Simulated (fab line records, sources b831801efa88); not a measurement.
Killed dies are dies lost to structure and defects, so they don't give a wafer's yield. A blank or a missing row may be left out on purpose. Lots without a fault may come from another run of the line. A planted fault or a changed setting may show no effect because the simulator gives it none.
A struck lot beside a sound one | flow sky130 | 15 steps out of a route of 708
Sound: wafers L395.2, L395.4, L395.5. Struck: wafer L404.5. (L404.2, L404.3 of the same lot were not struck and are left out.) The cause comes at the end.
At each step with rows: each side's tool, then ch and its chambers, then its first start. Under that, the readings that differ: sound wafers | struck wafers | difference of the means | sigmas: that difference in standard deviations of wafers without a fault.
alike: readings whose means differ by less than 2 such deviations, and words and numbers that are the same on both sides. not compared: withheld readings, readings that some wafer has no value for, bounds like >300 that may hide the same value, and numbers for which the record gives no deviation and whose values overlap.
The two part at a step that has a row with sigmas, a row that says differs or no value, or rows on one side only. Numbers that don't overlap but have no deviation are shown without sigmas and don't part them. A reading that every wafer of one side lacks parts them only if that side has two wafers or more.

first, 6 steps without rows for these wafers: SKY_METAL4_COAT_07 (resist thk 60 nm); SKY_METAL4_COAT_08 (resist thk 1140 nm); SKY_METAL4_SOFTBAKE_09 (time 90 s); SKY_METAL4_EXPOSE_10 (exposes mask MM4, target cd 300 nm); SKY_METAL4_PEB_11; SKY_METAL4_DEVELOP_12 (develop time 60 s).
SKY_METAL4_CD_MEAS_13: target cd 300 nm.
  sound on cd_sem-02, day 42 11:00; struck on cd_sem-02, day 45 12:51
  alike: cd_nm
SKY_METAL4_OVL_MEAS_14:
  sound on overlay-02, day 42 11:07; struck on overlay-02, day 45 12:58
  reading         | sound    | struck | difference | sigmas
  METAL4_OVL (nm) | -2 -10 1 | 10     | +14        | +2
SKY_METAL4_DESCUM_15: chemistry O2, time 8 s.
  sound on rie_metal-03 ch 1, day 42 11:08; struck on rie_metal-01 ch 0, day 45 12:59
  alike: drypump_motor_current_A, oes_product_au
  not compared: rf_hours_counter_h
SKY_METAL4_ETCH_16: etches BARC in N2/H2, stops on SiO2, time 88.2 s, target depth 60 nm.
  sound on rie_metal-03 ch 1, day 42 11:10; struck on rie_metal-01 ch 0, day 45 13:01
  alike: drypump_motor_current_A, oes_product_au, throttle_valve_pct
  not compared: rf_hours_counter_h
SKY_METAL4_ETCH_17: etches SiO2 in C4F8/O2/Ar, stops on TiN, time 3.9 s, target depth 15 nm.
  sound on rie_diel-03 ch 0,1,3, day 42 11:16; struck on rie_diel-02 ch 0, day 45 13:07
  alike: oes_product_au
  not compared: rf_hours_counter_h
SKY_METAL4_METAL_ETCH_18: etches the open film in Cl2/BCl3, stops on SiO2, target depth 845 nm, time 183.1 s.
  sound on rie_metal-01 ch 0,1, day 42 11:17; struck on rie_metal-02 ch 0, day 45 13:08
  alike: drypump_motor_current_A, oes_product_au, throttle_valve_pct
  not compared: rf_hours_counter_h
SKY_METAL4_STRIP_19: strips in O2/N2.
  sound on plasma_asher-02 ch 0, day 42 11:28; struck on plasma_asher-03 ch 0, day 45 13:19
  reading                     | sound       | struck | difference | sigmas
  drypump_motor_current_A (A) | 5.1 5.1 5.1 | 6.1    | +1.0       | +2
  overash_fraction            | 0.5 0.5 0.5 | 0.7    | +0.2       |
  alike: o2_flow_sccm, oes_product_au, strip_time_to_endpoint_s
  not compared: rf_hours_counter_h
then, 1 step without rows for these wafers: SKY_METAL4_STRIP_20 (strips in post etch residue remover, time 1200 s).
-- the record jumps here: 4 days lie between the struck wafers' starts before and after (it left off in module METAL4 and takes up again in module PAD_OPEN, whose first step shown is number 708 of the route) --
SKY_PAD_OPEN_PROBE_99:
  the record has rows for the struck wafers here (prober-01, day 49 04:25) and none for the sound ones

WHERE THEY PART
First at SKY_METAL4_OVL_MEAS_14; last, within this record, at SKY_PAD_OPEN_PROBE_99.

WHY: what the simulator had put in
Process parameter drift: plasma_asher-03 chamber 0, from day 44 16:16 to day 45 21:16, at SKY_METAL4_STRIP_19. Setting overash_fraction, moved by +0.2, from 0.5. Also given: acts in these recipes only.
